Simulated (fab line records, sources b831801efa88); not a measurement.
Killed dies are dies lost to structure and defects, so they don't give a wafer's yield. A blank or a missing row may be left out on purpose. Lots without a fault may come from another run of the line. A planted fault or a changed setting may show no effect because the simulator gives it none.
Which tool did it? | flow sky130 | 11 lots, 33 wafers sampled, at 4 steps of a route of 708

WHAT THE GAUGES READ, wafer by wafer
SKY_CAP2M_THK_MEAS_01.
lot  | measured     | on            | CAP2M_CVD_00_THK (nm)
L492 | day 39 22:23 | film_metro-01 | 15.44 15.43 15.57
L493 | day 40 09:46 | film_metro-01 | 15.46 15.75 15.83
L494 | day 41 03:55 | film_metro-02 | 15.09 15.61 15.47
L496 | day 41 13:20 | film_metro-01 | 15.37 15.55 15.46
L498 | day 41 19:26 | film_metro-02 | 15.53 15.11 15.49
L499 | day 42 07:59 | film_metro-01 | 14.94 15.46 15.72
L504 | day 43 18:29 | film_metro-01 | 15.63 20.65 15.68
L506 | day 44 00:32 | film_metro-02 | 15.54 20.59 16.09
L511 | day 45 14:51 | film_metro-01 | 15.34 15.20 15.59
L513 | day 45 18:20 | film_metro-01 | 15.49 15.42 15.58
L514 | day 46 05:24 | film_metro-04 | 15.54 15.01 15.55

WHICH TOOL RAN EACH LOT (tool, then ch and the chambers of the sampled wafers, then the start)
lot  | SKY_VIA1_SPUTTER_20          | SKY_VIA2_CMP_24               | SKY_CAP2M_CVD_00
L492 | pvd_sputter-03, day 34 04:32 | cmp-02 ch 1,2, day 36 13:46   | pecvd-02 ch 0,1,2, day 39 22:22
L493 | pvd_sputter-03, day 34 18:06 | cmp-01 ch 0,1, day 37 01:48   | pecvd-02 ch 0,2, day 40 09:43
L494 | pvd_sputter-01, day 35 08:22 | cmp-01 ch 0,1,3, day 37 20:56 | pecvd-01 ch 0,2, day 41 03:52
L496 | pvd_sputter-03, day 36 00:20 | cmp-02 ch 0,1,2, day 38 06:50 | pecvd-04 ch 0,1,2, day 41 13:19
L498 | pvd_sputter-04, day 36 06:20 | cmp-02 ch 0,2,3, day 38 13:23 | pecvd-04 ch 0,1,2, day 41 19:25
L499 | pvd_sputter-01, day 36 18:35 | cmp-01 ch 1,2,3, day 39 02:20 | pecvd-04 ch 1,2, day 42 07:56
L504 | pvd_sputter-04, day 38 09:43 | cmp-01 ch 2,3, day 40 14:56   | pecvd-04 ch 0,1, day 43 18:28
L506 | pvd_sputter-01, day 38 17:15 | cmp-02 ch 0,1,3, day 40 21:42 | pecvd-04 ch 0,1, day 44 00:30
L511 | pvd_sputter-04, day 40 09:17 | cmp-02 ch 1,2,3, day 42 13:30 | pecvd-01 ch 0,1,2, day 45 14:49
L513 | pvd_sputter-04, day 40 15:47 | cmp-02 ch 0,3, day 42 19:26   | pecvd-02 ch 0,1,2, day 45 18:18
L514 | pvd_sputter-03, day 41 03:59 | cmp-02 ch 0,3, day 43 07:01   | pecvd-01 ch 0,1, day 46 05:23
- SKY_VIA1_SPUTTER_20: material TiN, target thk 20 nm, time 80 s.
- SKY_VIA2_CMP_24: polishes, stops on SiO2, t overpolish 20 s, target thk 0 nm.
- SKY_CAP2M_CVD_00: deposits SiO2, target thk 15.5 nm.

WHAT THE TOOLS THEMSELVES READ (means of the sampled wafers that have a number; where no wafer has one, the mark that the record gives instead)
SKY_VIA1_SPUTTER_20.
lot  | tool           | throttle_valve_pct (%)
L492 | pvd_sputter-03 | 29.7
L493 | pvd_sputter-03 | 30.3
L494 | pvd_sputter-01 | 29.8
L496 | pvd_sputter-03 | 30.4
L498 | pvd_sputter-04 | 30.3
L499 | pvd_sputter-01 | 30.7
L504 | pvd_sputter-04 | 30.2
L506 | pvd_sputter-01 | 30.3
L511 | pvd_sputter-04 | 30.6
L513 | pvd_sputter-04 | 30.4
L514 | pvd_sputter-03 | 30.5

SKY_VIA2_CMP_24.
lot  | tool   | motor_current_A (A) | overpolish_run_s (s) | time_to_endpoint_s (s)
L492 | cmp-02 | 11.9                | 20.005               | 97
L493 | cmp-01 | 10.9                | 19.997               | 105
L494 | cmp-01 | 10.7                | 19.998               | 103
L496 | cmp-02 | 11.7                | 20.008               | 98
L498 | cmp-02 | 12.0                | 20.004               | 95
L499 | cmp-01 | 10.7                | 19.997               | 97
L504 | cmp-01 | 12.0                | 20.003               | 100
L506 | cmp-02 | 12.1                | 20.001               | 98
L511 | cmp-02 | 12.3                | 20.003               | 100
L513 | cmp-02 | 11.6                | 20.004               | 97
L514 | cmp-02 | 11.6                | 20.015               | 102

SKY_CAP2M_CVD_00.
lot  | tool     | heater_power_w (W)
L492 | pecvd-02 | 569
L493 | pecvd-02 | 566
L494 | pecvd-01 | 782
L496 | pecvd-04 | 816
L498 | pecvd-04 | 821
L499 | pecvd-04 | 835
L504 | pecvd-04 | 735
L506 | pecvd-04 | 821
L511 | pecvd-01 | 764
L513 | pecvd-02 | 611
L514 | pecvd-01 | 718

THE ANSWER, worked out from the rows above alone
Rule: what is usual is taken from the lots themselves. Put in order of their means at a reading, lots are off if they are a third of the lots or fewer, leave a main group of 4 or more, and stand apart from it by a gap of 3 or more times the standard deviation of the main group's means; of several such gaps the widest counts. A main group whose means are all the same, to the digits that the tables above print for the reading, isn't used. A lot without any number at a reading at which 4 lots or more have one is off too. The other lots that the step has rows for count as sound. The gauges are gone through in route order, then the tools' own readings, and for those a lot's mean is taken as printed above. The first step at which some lot is off is used, and at that step the reading that is off furthest; a lot without a number counts as furthest.
Off: L504, L506, at SKY_CAP2M_THK_MEAS_01 (CAP2M_CVD_00_THK). The main group: mean 15.44 nm, standard deviation 0.096.
A tool fits if, at a process step before that reading, it ran every lot that is off, and no sound lot after the first of them. The gauges at SKY_CAP2M_THK_MEAS_01 are tried like those tools. One fits: pecvd-04 at SKY_CAP2M_CVD_00. Its last sound lot is L499 (day 42 07:56), its first lot that is off L504 (day 43 18:28): a fault that began between those two fits.

WHAT THE SIMULATOR HAD PUT IN
Process parameter drift: pecvd-04, from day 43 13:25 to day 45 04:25, at SKY_CAP2M_CVD_00. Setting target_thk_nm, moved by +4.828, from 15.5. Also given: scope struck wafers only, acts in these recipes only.
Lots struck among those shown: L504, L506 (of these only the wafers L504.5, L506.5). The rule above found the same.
